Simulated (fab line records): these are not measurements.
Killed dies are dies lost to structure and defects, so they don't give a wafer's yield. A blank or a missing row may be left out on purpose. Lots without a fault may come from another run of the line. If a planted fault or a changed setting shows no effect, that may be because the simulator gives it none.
2 desks, one fault + flow gf180mcu + each desk has only its own numbers; what lay behind them comes last

THE METROLOGY DESK
What the gauges read for every lot (on any tool): the sampled wafers with a number, averaged. If a lot's mean is further than 4 standard deviations from the usual mean, the lot is out of limits and carries the mark OUT (the distance appears in the brackets).
Columns: A = STI_CVD_03_THK at GF_STI_THK_MEAS_04, usual 207.8 nm; B = DNWELL_TW at GF_DNWELL_TW_MEAS_09, usual 1346; C = POLY_GATE_CVD_00_THK at GF_POLY_GATE_THK_MEAS_01, usual 200.8 nm; D = POLY_GATE_OXIDATION_THK at GF_POLY_GATE_THK_MEAS_17, usual 3.98 nm
| lot  | first seen here | A     | B    | C               | D    |
|------|-----------------|-------|------|-----------------|------|
| L265 | day 1 14:22     | 207.5 | 1337 | 199.7           | 3.92 |
| L268 | day 2 04:34     | 206.4 | 1357 | 201.0           | 3.90 |
| L269 | day 2 09:34     | 207.9 | 1346 | 199.9           | 4.00 |
| L271 | day 2 19:34     | 211.7 | 1354 | 201.6           | 3.93 |
| L272 | day 3 00:34     | 205.7 | 1337 | 199.7           | 4.01 |
| L274 | day 3 12:24     | 207.9 | 1361 | 199.2           | 4.01 |
| L275 | day 3 15:34     | 208.0 | 1360 | 197.7           | 3.92 |
| L277 | day 4 02:34     | 208.4 | 1355 | 202.9           | 4.05 |
| L280 | day 4 20:08     | 207.7 | 1351 | 147.0 (-30) OUT | 3.80 |
| L282 | day 5 02:34     | 210.2 | 1340 | 146.3 (-30) OUT | 4.06 |
| L288 | day 6 09:03     | 210.5 | 1342 | 201.0           | 3.92 |
This desk's result: L280, L282 out of limits, first on L280 (POLY_GATE_CVD_00_THK at GF_POLY_GATE_THK_MEAS_01), day 13 03:13. In limits: L265, L268, L269, L271, L272, L274, L275, L277, L288.

FOR THE TOOL OWNER'S DESK: lpcvd-01
The tool's own readings at GF_POLY_GATE_CVD_00 (deposits poly-Si, target thk 200 nm, time 1200 s): means of the sampled wafers that have a number, for each lot that ran on this tool. If a lot's mean is further than 4 standard deviations from the usual mean, the lot is out of limits and carries the mark OUT (the distance appears in the brackets).
Columns: A = spike_tc_bottom_C at GF_POLY_GATE_CVD_00, usual 640.4 C; B = spike_tc_centre_C at GF_POLY_GATE_CVD_00, usual 620.4 C; C = spike_tc_lower_C at GF_POLY_GATE_CVD_00, usual 619.8 C; D = spike_tc_top_C at GF_POLY_GATE_CVD_00, usual 636.7 C; E = spike_tc_upper_C at GF_POLY_GATE_CVD_00, usual 619.0 C; F = susceptor_temp_C at GF_POLY_GATE_CVD_00, usual 619.96 C; G = zone_power_upper_pct at GF_POLY_GATE_CVD_00, usual 8.8 %
| lot  | first seen here | A                | B               | C               | D                | E                | F                | G    |
|------|-----------------|------------------|-----------------|-----------------|------------------|------------------|------------------|------|
| L268 | day 9 02:41     | 639.8            | 619.8           | 618.2           | 635.0            | 618.9            | 619.75           | 8.0  |
| L269 | day 9 13:31     | 638.0            | 619.5           | 619.0           | 635.7            | 619.0            | 619.83           | 8.0  |
| L271 | day 10 01:53    | 643.5            | 619.6           | 619.5           | 638.7            | 617.7            | 619.67           | 10.2 |
| L272 | day 10 07:35    | 637.2            | 619.6           | 619.5           | 636.5            | 620.2            | 620.18           | 7.9  |
| L277 | day 11 18:04    | 639.2            | 619.6           | 618.6           | 635.8            | 620.0            | 619.77           | 7.9  |
| L280 | day 13 01:53    | 624.1 (-6.3) OUT | 605.8 (-13) OUT | 606.2 (-11) OUT | 622.8 (-7.7) OUT | 606.5 (-7.8) OUT | 606.69 (-47) OUT | 7.6  |
| L282 | day 13 12:19    | 624.7 (-6.0) OUT | 606.4 (-13) OUT | 606.5 (-11) OUT | 621.7 (-8.4) OUT | 607.7 (-7.0) OUT | 606.52 (-48) OUT | 7.6  |
This desk finds L280, L282 out of limits, L280 being first, at day 13 01:53 (spike_tc_bottom_C at GF_POLY_GATE_CVD_00). In limits: L268, L269, L271, L272, L277.

ALL TOGETHER
The tool owner's desk had the chance to raise an alarm at day 13 01:53 on L280, L282.
At day 13 03:13 the metrology desk could have sounded an alarm, on L280, L282.
The lots listed all ran GF_POLY_GATE_CVD_00 on lpcvd-01.

WHAT THE SIMULATOR HAD PUT IN
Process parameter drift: lpcvd-01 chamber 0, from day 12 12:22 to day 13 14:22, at GF_POLY_GATE_CVD_00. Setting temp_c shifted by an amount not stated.
Lots struck among those shown: L280, L282.
Hours from the fault's start to each desk's first reading out of limits: the tool owner's desk, 14; the metrology desk, 15.
